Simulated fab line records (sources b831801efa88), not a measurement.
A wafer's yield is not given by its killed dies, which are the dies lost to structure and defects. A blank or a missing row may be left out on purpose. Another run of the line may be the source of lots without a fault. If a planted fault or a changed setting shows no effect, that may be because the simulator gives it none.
fab line records | flow sky130
record: lots: 10 | wafers: 30 | last_day: 50
route steps=708 shown POLY_CUT@317 SD_P@327 SD_N@351 LI_CONTACT@364 PAD_OPEN@708
lots that met no fault: taken from a fault-free run of the same line
start_h: the number of hours between the record's first day and the start of the first shown wafer of the lot | wait_h: hours from the lot's prior step to this one | " repeats the value in the row above | L1.1+2: a row that stands for several wafers | - no value, or no start was given | * or withheld: withheld | < > ~ a bound
route shown NAME@n: names a module that has steps shown in the file, with the first one's number in the route | usual: mean/standard deviation taken from wafers without a fault | same: alike in all rows | chamber/n: place in a boat | sites: each site's reading | _std_site: standard deviation of those values | _edge_site: mean of outer sites minus mean of inner sites | radius_mm: how far each site lies from the wafer's centre | mask NAME#n: copy n | behind: tool/chamber where the wafer was last shaped | hold: what put the lot on hold/how long, in hours/how the hold closed | device: the n, p or np transistor that did not switch | end of line: tests of these same wafers at the route's end | a step with no rows: only its recipe | killed: count of dies lost to structure and defects at first sort (not the wafer's yield) | map: shows each die of a wafer: x if killed, . if not, _ if none is there
set.NAME: the run value of the setting; set.NAME@STEP: its run value at that earlier step | model.NAME: the simulator's own value behind a step, which no gauge read
route steps across a sampled set of lots; one table per step, one row per wafer
services: a tool's chamber out of use, with start hour (start_h, from the record's first day; less than 0 if before it), hours out, and reason
== steps ==
step: SKY_POLY_CUT_ETCH_10
recipe: chemistry: N2/H2 | target: BARC | ion_energy_ev: 200 | source_w: 500 | bias_w: 100 | pressure_mtorr: 30 | n2_flow_sccm: 100 | h2_flow_sccm: 200 | stop_on: SiO2 | time_s: 45.9 | target_depth_a: 600
usual: drypump_motor_current_A: 5.70/0.3 | h2_flow_sccm: 200.0/0.6 | oes_product_au: 0.855/0.0045 | throttle_valve_pct: 13.224/0.01
lot.wafer | tool        | chamber | start_h | wait_h | drypump_motor_current_A | h2_flow_sccm | oes_product_au | rf_hours_counter_h | throttle_valve_pct
L688.1    | rie_diel-02 | 3       | 559.25  | 0.0    | 5.65                    | 198.9        | 0.859          | 4                  | 13.231
L688.4    | "           | 2       | "       | "      | 5.17                    | 200.4        | 0.861          | 2                  | 13.211
L688.6    | "           | 2       | "       | "      | 5.15                    | 200.8        | 0.860          | -                  | 13.225
L692.2    | rie_diel-01 | 3       | 602.62  | 0.0    | 5.41                    | 200.2        | 0.858          | 2                  | 13.217
L692.3    | "           | 1       | "       | "      | 5.72                    | 201.0        | 0.855          | 9                  | 13.249
L692.5    | "           | 2       | "       | "      | 6.01                    | 199.6        | 0.866          | -                  | 13.228
L693.2    | rie_diel-02 | 3       | 615.40  | 0.0    | 5.65                    | 199.2        | 0.847          | 5                  | 13.202
L693.4    | "           | 2       | "       | "      | 5.18                    | 200.6        | 0.855          | 4                  | 13.220
L693.5    | "           | 0       | "       | "      | 6.03                    | 201.0        | 0.852          | -                  | 13.225
L694.1    | rie_diel-01 | 1       | 621.50  | 0.0    | 5.75                    | 200.9        | 0.852          | 9                  | 13.240
L694.3    | "           | 0       | "       | "      | 5.44                    | 199.2        | 0.852          | 0                  | 13.227
L694.6    | "           | 1       | "       | "      | 5.75                    | 200.3        | 0.854          | -                  | 13.225
L696.3    | rie_diel-01 | 0       | 643.82  | 0.0    | 5.43                    | 199.5        | 0.859          | 0                  | 13.219
L696.4    | "           | 1       | "       | "      | 5.76                    | 199.4        | 0.855          | 10                 | 13.229
L696.5    | "           | 2       | "       | "      | 5.95                    | 199.9        | 0.849          | -                  | 13.228
L700.2    | rie_diel-02 | 1       | 675.00  | 0.0    | 5.39                    | 200.6        | 0.855          | 9                  | 13.219
L700.4    | "           | 2       | "       | "      | 5.20                    | 200.8        | 0.855          | 5                  | 13.230
L700.6    | "           | 0       | "       | "      | 6.03                    | 200.1        | 0.855          | -                  | 13.224
L704.3    | rie_diel-01 | 3       | 704.20  | 0.0    | 5.41                    | 200.4        | 0.865          | 4                  | 13.232
L704.5    | "           | 1       | "       | "      | 5.76                    | 200.2        | 0.853          | -                  | 13.231
L704.6    | "           | 2       | "       | "      | 5.94                    | 200.3        | 0.859          | -                  | 13.234
L706.1    | rie_diel-01 | 0       | 721.20  | 0.0    | 5.46                    | 200.1        | 0.855          | 2                  | 13.228
L706.4    | "           | 3       | "       | "      | 5.37                    | 200.0        | 0.855          | 5                  | 13.237
L706.5    | "           | 2       | "       | "      | 5.92                    | 199.9        | 0.854          | -                  | 13.230
L707.1    | rie_diel-01 | 2       | 730.30  | 0.0    | 5.94                    | 200.4        | 0.850          | 5                  | 13.215
L707.3    | "           | 1       | "       | "      | 5.72                    | 199.0        | 0.862          | 11                 | 13.224
L707.4    | "           | 3       | "       | "      | 5.39                    | 199.5        | 0.857          | 5                  | 13.223
L710.1    | rie_diel-04 | 0       | 756.85  | 0.0    | 6.30                    | 200.2        | 0.859          | 4                  | 13.224
L710.2    | "           | 2       | "       | "      | 5.89                    | 199.9        | 0.854          | 16                 | 13.225
L710.3    | "           | 3       | "       | "      | 5.66                    | 199.5        | 0.860          | 1                  | 13.228
step: SKY_SD_P_CD_MEAS_07
recipe: target_cd_nm: 380
usual: cd_nm: 380.0/2.6
lot.wafer | tool      | chamber | start_h | wait_h | cd_nm
L688.1    | cd_sem-01 | -       | 588.21  | 0.1    | 377.4
L688.4    | "         | -       | "       | "      | 376.9
L688.6    | "         | -       | "       | "      | 371.9
L692.2    | cd_sem-01 | -       | 631.81  | 0.1    | 380.1
L692.3    | "         | -       | "       | "      | 383.0
L692.5    | "         | -       | "       | "      | 378.7
L693.2    | cd_sem-01 | -       | 645.11  | 0.1    | 384.2
L693.4    | "         | -       | "       | "      | 381.6
L693.5    | "         | -       | "       | "      | 383.0
L694.1    | cd_sem-02 | -       | 650.39  | 0.1    | 381.9
L694.3    | "         | -       | "       | "      | 384.4
L694.6    | "         | -       | "       | "      | 385.0
L696.3    | cd_sem-02 | -       | 672.03  | 0.1    | 380.6
L696.4    | "         | -       | "       | "      | 380.0
L696.5    | "         | -       | "       | "      | 379.6
L700.2    | cd_sem-02 | -       | 702.88  | 0.1    | 377.7
L700.4    | "         | -       | "       | "      | 380.3
L700.6    | "         | -       | "       | "      | 378.6
L704.3    | cd_sem-01 | -       | 731.64  | 0.1    | 380.1
L704.5    | "         | -       | "       | "      | 378.2
L704.6    | "         | -       | "       | "      | 378.2
L706.1    | cd_sem-02 | -       | 748.15  | 0.1    | 378.0
L706.4    | "         | -       | "       | "      | 377.0
L706.5    | "         | -       | "       | "      | 378.5
L707.1    | cd_sem-01 | -       | 757.55  | 0.1    | 377.0
L707.3    | "         | -       | "       | "      | 379.7
L707.4    | "         | -       | "       | "      | 379.5
L710.1    | cd_sem-02 | -       | 783.55  | 0.1    | 380.2
L710.2    | "         | -       | "       | "      | 381.3
L710.3    | "         | -       | "       | "      | 382.6
step: SKY_SD_N_IMPLANT_09
recipe: species: As | energy_kev: 50 | dose_cm2: 4e+15 | tilt_deg: 0
usual: beam_on_s: 18.3/1.6 | dose_ions_cm2: 4e+15/4.5e+12
lot.wafer | tool         | chamber | start_h | wait_h | beam_on_s | dose_ions_cm2
L688.1    | implanter-01 | 0       | 647.37  | 0.0    | 18.7      | 3.993e+15
L688.4    | "            | 0       | "       | "      | 17.8      | 3.999e+15
L688.6    | "            | 0       | "       | "      | 18.9      | 4.001e+15
L692.2    | implanter-02 | 0       | 688.94  | 0.0    | 15.9      | 3.997e+15
L692.3    | "            | 0       | "       | "      | 15.9      | 3.998e+15
L692.5    | "            | 0       | "       | "      | 16.3      | 4.007e+15
L693.2    | implanter-01 | 0       | 702.74  | 0.0    | 18.5      | 4.004e+15
L693.4    | "            | 0       | "       | "      | 18.2      | 4.007e+15
L693.5    | "            | 0       | "       | "      | 18.5      | 4.007e+15
L694.1    | implanter-03 | 0       | 707.10  | 0.0    | 19.5      | 3.998e+15
L694.3    | "            | 0       | "       | "      | 19.7      | 3.992e+15
L694.6    | "            | 0       | "       | "      | 19.6      | 3.996e+15
L696.3    | implanter-03 | 0       | 727.50  | 0.1    | 19.9      | 3.995e+15
L696.4    | "            | 0       | "       | "      | 19.6      | 3.997e+15
L696.5    | "            | 0       | "       | "      | 20.0      | 4.001e+15
L700.2    | implanter-03 | 0       | 757.78  | 0.0    | 19.7      | 3.999e+15
L700.4    | "            | 0       | "       | "      | 20.1      | 3.987e+15
L700.6    | "            | 0       | "       | "      | 19.9      | 4.001e+15
L704.3    | implanter-01 | 0       | 786.22  | 0.1    | 10.1      | 2.013e+15
L704.5    | "            | 0       | "       | "      | 9.9       | 2.018e+15
L704.6    | "            | 0       | "       | "      | 9.9       | 2.005e+15
L706.1    | implanter-01 | 0       | 802.25  | 0.0    | 10.0      | 2.01e+15
L706.4    | "            | 0       | "       | "      | 10.3      | 2.01e+15
L706.5    | "            | 0       | "       | "      | 10.1      | 2.02e+15
L707.1    | implanter-03 | 0       | 813.30  | 0.0    | 19.4      | 4.001e+15
L707.3    | "            | 0       | "       | "      | 19.9      | 4.007e+15
L707.4    | "            | 0       | "       | "      | 19.8      | 3.995e+15
L710.1    | implanter-02 | 0       | 836.75  | 0.0    | 16.0      | 3.993e+15
L710.2    | "            | 0       | "       | "      | 15.8      | 4.004e+15
L710.3    | "            | 0       | "       | "      | 16.3      | 3.996e+15
step: SKY_SD_N_STRIP_11
recipe: chemistry: O2/N2 | power_w: 1400 | pressure_mtorr: 1500 | platen_temp_c: withheld | o2_flow_sccm: 3000 | n2_flow_sccm: 300 | overash_fraction: 0.5
usual: drypump_motor_current_A: 5.9/0.37 | oes_product_au: 0.528/0.0043 | strip_time_to_endpoint_s: 22.55/0.042
lot.wafer | tool            | chamber | start_h | wait_h | drypump_motor_current_A | oes_product_au | rf_hours_counter_h | strip_time_to_endpoint_s
L688.1    | plasma_asher-04 | 0       | 647.67  | 0.1    | 5.4                     | 0.526          | 81                 | 22.58
L688.4    | "               | 1       | "       | "      | 6.3                     | 0.529          | -                  | 22.63
L688.6    | "               | 0       | "       | "      | 5.4                     | 0.531          | -                  | 22.58
L692.2    | plasma_asher-02 | 0       | 689.22  | 0.1    | 6.1                     | 0.524          | 26                 | 22.56
L692.3    | "               | 0       | "       | "      | 6.1                     | 0.528          | -                  | 22.55
L692.5    | "               | 1       | "       | "      | 5.6                     | 0.526          | -                  | 22.61
L693.2    | plasma_asher-04 | 0       | 703.02  | 0.1    | 5.4                     | 0.530          | 86                 | 22.53
L693.4    | "               | 1       | "       | "      | 6.4                     | 0.535          | -                  | 22.49
L693.5    | "               | 1       | "       | "      | 6.3                     | 0.525          | -                  | 22.54
L694.1    | plasma_asher-02 | 0       | 707.40  | 0.1    | 6.1                     | 0.531          | 28                 | 22.53
L694.3    | "               | 1       | "       | "      | 5.6                     | 0.536          | -                  | 22.53
L694.6    | "               | 1       | "       | "      | 5.7                     | 0.529          | -                  | 22.52
L696.3    | plasma_asher-01 | 1       | 727.78  | 0.1    | 5.9                     | 0.531          | -                  | 22.51
L696.4    | "               | 0       | "       | "      | 6.7                     | 0.527          | -                  | 22.51
L696.5    | "               | 0       | "       | "      | 6.7                     | 0.525          | -                  | 22.48
L700.2    | plasma_asher-02 | 0       | 758.05  | 0.1    | 6.1                     | 0.529          | 33                 | 22.55
L700.4    | "               | 0       | "       | "      | 6.1                     | 0.529          | -                  | 22.53
L700.6    | "               | 1       | "       | "      | 5.6                     | 0.530          | -                  | 22.52
L704.3    | plasma_asher-02 | 1       | 786.50  | 0.1    | 5.6                     | 0.562          | -                  | 20.16
L704.5    | "               | 1       | "       | "      | 5.6                     | 0.555          | -                  | 20.21
L704.6    | "               | 0       | "       | "      | 6.1                     | 0.567          | -                  | 20.19
L706.1    | plasma_asher-04 | 0       | 802.55  | 0.1    | 5.4                     | 0.563          | 96                 | 20.24
L706.4    | "               | 1       | "       | "      | 6.3                     | 0.572          | -                  | 20.23
L706.5    | "               | 0       | "       | "      | 5.4                     | 0.561          | -                  | 20.27
L707.1    | plasma_asher-01 | 1       | 813.60  | 0.1    | 5.9                     | 0.532          | 71                 | 22.59
L707.3    | "               | 1       | "       | "      | 5.9                     | 0.532          | -                  | 22.59
L707.4    | "               | 0       | "       | "      | 6.7                     | 0.522          | -                  | 22.58
L710.1    | plasma_asher-04 | 1       | 837.05  | 0.1    | 6.4                     | 0.537          | 100                | 22.61
L710.2    | "               | 0       | "       | "      | 5.4                     | 0.534          | 100                | 22.64
L710.3    | "               | 1       | "       | "      | 6.3                     | 0.525          | -                  | 22.60
step: SKY_SD_N_TW_MEAS_12
usual: SD_N_TW: 4006/32
lot.wafer | tool          | chamber | start_h | wait_h | SD_N_TW
L688.1    | film_metro-04 | -       | 647.77  | 0.1    | 3941
L688.4    | "             | -       | "       | "      | 3930
L688.6    | "             | -       | "       | "      | 3954
L692.2    | film_metro-02 | -       | 689.33  | 0.1    | 4056
L692.3    | "             | -       | "       | "      | 4084
L692.5    | "             | -       | "       | "      | 4065
L693.2    | film_metro-02 | -       | 703.13  | 0.1    | 4010
L693.4    | "             | -       | "       | "      | 4004
L693.5    | "             | -       | "       | "      | 4008
L694.1    | film_metro-02 | -       | 707.50  | 0.1    | 4026
L694.3    | "             | -       | "       | "      | 4024
L694.6    | "             | -       | "       | "      | 4011
L696.3    | film_metro-04 | -       | 727.87  | 0.1    | 3990
L696.4    | "             | -       | "       | "      | 3958
L696.5    | "             | -       | "       | "      | 3962
L700.2    | film_metro-04 | -       | 758.16  | 0.1    | 3954
L700.4    | "             | -       | "       | "      | 3944
L700.6    | "             | -       | "       | "      | 3948
L704.3    | film_metro-04 | -       | 786.59  | 0.1    | 3899
L704.5    | "             | -       | "       | "      | 3913
L704.6    | "             | -       | "       | "      | 3926
L706.1    | film_metro-01 | -       | 802.65  | 0.1    | 3890
L706.4    | "             | -       | "       | "      | 3895
L706.5    | "             | -       | "       | "      | 3891
L707.1    | film_metro-02 | -       | 813.70  | 0.1    | 4028
L707.3    | "             | -       | "       | "      | 4044
L707.4    | "             | -       | "       | "      | 4018
L710.1    | film_metro-04 | -       | 837.15  | 0.1    | 3999
L710.2    | "             | -       | "       | "      | 4014
L710.3    | "             | -       | "       | "      | 3990
step: SKY_SD_N_RS_MEAS_16
recipe: thk_meas_gauge: four-point-probe
usual: SD_N_RS: 68.48/0.13
lot.wafer | tool          | chamber | start_h | wait_h | SD_N_RS[ohm/sq]
L688.1    | film_metro-01 | -       | 648.21  | 0.1    | 68.23
L688.4    | "             | -       | "       | "      | 68.30
L688.6    | "             | -       | "       | "      | 68.55
L692.2    | film_metro-01 | -       | 689.62  | 0.1    | 68.31
L692.3    | "             | -       | "       | "      | 68.44
L692.5    | "             | -       | "       | "      | 68.48
L693.2    | film_metro-02 | -       | 703.42  | 0.1    | 68.62
L693.4    | "             | -       | "       | "      | 68.58
L693.5    | "             | -       | "       | "      | 68.49
L694.1    | film_metro-01 | -       | 707.78  | 0.1    | 68.43
L694.3    | "             | -       | "       | "      | 68.37
L694.6    | "             | -       | "       | "      | 68.43
L696.3    | film_metro-04 | -       | 728.17  | 0.1    | 68.50
L696.4    | "             | -       | "       | "      | 68.40
L696.5    | "             | -       | "       | "      | 68.44
L700.2    | film_metro-02 | -       | 758.46  | 0.1    | 68.54
L700.4    | "             | -       | "       | "      | 68.62
L700.6    | "             | -       | "       | "      | 68.52
L704.3    | film_metro-01 | -       | 786.89  | 0.1    | 77.46
L704.5    | "             | -       | "       | "      | 77.36
L704.6    | "             | -       | "       | "      | 77.29
L706.1    | film_metro-02 | -       | 802.94  | 0.1    | 77.45
L706.4    | "             | -       | "       | "      | 77.58
L706.5    | "             | -       | "       | "      | 77.33
L707.1    | film_metro-01 | -       | 813.99  | 0.1    | 68.62
L707.3    | "             | -       | "       | "      | 68.44
L707.4    | "             | -       | "       | "      | 68.60
L710.1    | film_metro-04 | -       | 837.44  | 0.1    | 68.43
L710.2    | "             | -       | "       | "      | 68.54
L710.3    | "             | -       | "       | "      | 68.60
step: SKY_LI_CONTACT_CMP_02
recipe: material: PSG | down_force_psi: 4 | platen_rpm: 60 | pad_velocity_m_s: 0.94248
usual: motor_current_A: 11.3/0.96 | time_to_endpoint_s: 36.0/2.5
lot.wafer | tool   | chamber | start_h | wait_h | motor_current_A | time_to_endpoint_s
L688.1    | cmp-02 | 0       | 648.77  | 0.1    | 10.3            | 32.1
L688.4    | "      | 2       | "       | "      | 12.1            | 30.7
L688.6    | "      | 1       | "       | "      | 11.7            | 37.0
L692.3    | cmp-02 | 1       | 690.19  | 0.1    | 11.6            | 36.1
L692.2    | "      | 3       | "       | "      | 12.3            | 37.0
L692.5    | "      | 1       | "       | "      | 11.3            | 39.2
L693.2    | cmp-02 | 2       | 703.94  | 0.0    | 11.6            | 32.8
L693.4    | "      | 3       | "       | "      | 12.2            | 36.1
L693.5    | "      | 2       | "       | "      | 12.3            | 35.8
L694.1    | cmp-01 | 0       | 708.60  | 0.3    | 10.3            | 30.9
L694.3    | "      | 1       | "       | "      | 9.2             | 37.6
L694.6    | "      | 0       | "       | "      | 11.0            | 30.9
L696.3    | cmp-01 | 2       | 728.72  | 0.1    | 12.0            | 32.5
L696.4    | "      | 0       | "       | "      | 11.4            | 33.5
L696.5    | "      | 2       | "       | "      | 12.7            | 35.9
L700.2    | cmp-01 | 2       | 759.03  | 0.1    | 12.4            | 35.1
L700.4    | "      | 0       | "       | "      | 11.1            | 33.0
L700.6    | "      | 2       | "       | "      | 12.5            | 36.2
L704.3    | cmp-02 | 3       | 787.57  | 0.2    | 12.2            | 36.4
L704.5    | "      | 3       | "       | "      | 12.2            | 38.3
L704.6    | "      | 0       | "       | "      | 11.0            | 33.6
L706.4    | cmp-01 | 1       | 803.53  | 0.1    | 9.7             | 43.7
L706.1    | "      | 3       | "       | "      | 11.3            | 43.2
L706.5    | "      | 1       | "       | "      | 9.9             | 38.5
L707.4    | cmp-02 | 3       | 814.53  | 0.0    | 11.8            | 37.3
L707.3    | "      | 0       | "       | "      | 11.0            | 32.9
L707.1    | "      | 2       | "       | "      | 11.9            | 36.2
L710.3    | cmp-02 | 1       | 837.99  | 0.0    | 11.6            | 36.9
L710.1    | "      | 3       | "       | "      | 11.5            | 38.6
L710.2    | "      | 0       | "       | "      | 10.5            | 33.8
step: SKY_PAD_OPEN_PROBE_99
usual: killed_at_M0_to_M3: 44/7.2 | killed_at_M4_up: 3.1/1.8 | killed_at_contacts: 25/5.2 | killed_at_front_end: 15/3.9 | killed_at_other: 0.2/0.5 | killed_dies: 86/9.5 | killed_open: 47/7.3 | killed_short: 40/6
same: gross_dies: 492 | killed_at_back_side: 0
lot.wafer | tool      | chamber | start_h | wait_h | killed_at_M0_to_M3 | killed_at_M4_up | killed_at_contacts | killed_at_front_end | killed_at_other | killed_dies | killed_open | killed_short
L696.3    | prober-02 | -       | 1134.59 | 0.2    | 38                 | 3               | 25                 | 19                  | 0               | 85          | 50          | 35
L696.4    | prober-02 | -       | 1134.64 | 0.2    | 47                 | 4               | 23                 | 18                  | 0               | 92          | 51          | 41
L696.5    | prober-02 | -       | 1134.69 | 0.2    | 45                 | 2               | 28                 | 21                  | 0               | 96          | 47          | 49
killed by level:class
L696.3 VIA1:geometric_particle:open=13 LI_CONTACT:geometric_particle:open=9 FIELD_ISO:geometric_particle:short=6 CONTACT:geometric_particle:open=6 SPACER:geometric_particle:short=4 CONTACT:geometric_particle:short=4 METAL2:geometric_particle:short=4 VIA2:geometric_particle:open=4
L696.4 VIA1:geometric_particle:open=13 VIA3:geometric_particle:open=10 METAL2:geometric_particle:short=9 LOCAL_INTERCONNECT:geometric_particle:short=7 LI_CONTACT:geometric_particle:open=6 FIELD_ISO:geometric_particle:open=5 CONTACT:geometric_particle:short=5 FIELD_ISO:geometric_particle:short=4
L696.5 LI_CONTACT:geometric_particle:open=11 VIA1:geometric_particle:open=10 METAL2:geometric_particle:short=9 LOCAL_INTERCONNECT:geometric_particle:short=6 VIA3:geometric_particle:open=6 FIELD_ISO:geometric_particle:short=5 POLY_GATE:geometric_particle:short=5 METAL1:geometric_particle:short=5
== services ==
tool            | chamber | start_h | hours | kind
cmp-02          | -       | 540.47  | 2.5   | repair
cmp-02          | -       | 568.46  | 0.3   | repair
cmp-01          | -       | 582.55  | 4.0   | pm
implanter-01    | -       | 584.58  | 4.0   | pm
implanter-03    | -       | 590.14  | 1.3   | repair
implanter-03    | -       | 590.36  | 3.9   | repair
cmp-01          | -       | 593.44  | 3.4   | repair
plasma_asher-02 | -       | 597.75  | 2.9   | repair
rie_diel-02     | -       | 600.12  | 2.8   | pm
cmp-02          | -       | 613.01  | 3.7   | repair
cmp-01          | -       | 616.31  | 1.3   | repair
cmp-02          | -       | 657.45  | 2.8   | pm
rie_diel-01     | 2       | 664.67  | 3.1   | repair
rie_diel-01     | 2       | 670.30  | 10.7  | repair
plasma_asher-02 | -       | 691.95  | 2.8   | pm
cmp-02          | -       | 728.25  | 11.5  | repair
cmp-01          | -       | 740.62  | 1.4   | repair
cmp-02          | -       | 744.28  | 4.0   | pm
rie_diel-01     | 3       | 745.44  | 3.8   | repair
implanter-03    | -       | 762.84  | 5.2   | pm
rie_diel-01     | 1       | 781.26  | 4.7   | repair
cmp-01          | -       | 782.77  | 6.5   | pm
cmp-02          | -       | 825.01  | 0.3   | repair
cmp-01          | -       | 828.08  | 0.4   | repair
== key ==
first_sign: step: SKY_SD_N_IMPLANT_09 | reading: dose_ions_cm2 | direction: down | sigmas: 99+ | usual: * | struck: *
effect: step: SKY_SD_N_IMPLANT_09 | reading: beam_on_s | direction: down | sigmas: 5.1 | usual: 18.3 | struck: 10.0
effect: step: SKY_SD_N_STRIP_11 | reading: strip_time_to_endpoint_s | direction: down | sigmas: 56 | usual: * | struck: *
effect: step: SKY_SD_N_TW_MEAS_12 | reading: SD_N_TW | direction: down | sigmas: 3.2 | usual: 4006 | struck: 3902
effect: step: SKY_SD_N_RS_MEAS_16 | reading: SD_N_RS | direction: up | sigmas: 70 | usual: 68.48 | struck: 77.41
met_at SKY_SD_N_IMPLANT_09
struck_lots L704,L706
tester_left_out L704,L706
not_acting_at SKY_POLY_CUT_ETCH_10,SKY_SD_P_CD_MEAS_07,SKY_LI_CONTACT_CMP_02
onset_between 702.74 786.22
fault: kind: process_parameter_drift | tool: implanter-01 | chamber: - | onset_h: 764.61 | steps: SKY_SD_N_IMPLANT_09 | channel: dose_cm2 | offset: * | shape: step | end_h: 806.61 | acts_in: * | stated: *
tester_left_out: of these lots the tester's yield and bins aren't shown, on N5 and GAA mostly nor the transistor test; their killed dies are dies lost to structure and defects alone, not to doping, threshold or leakage, so they don't give the yield
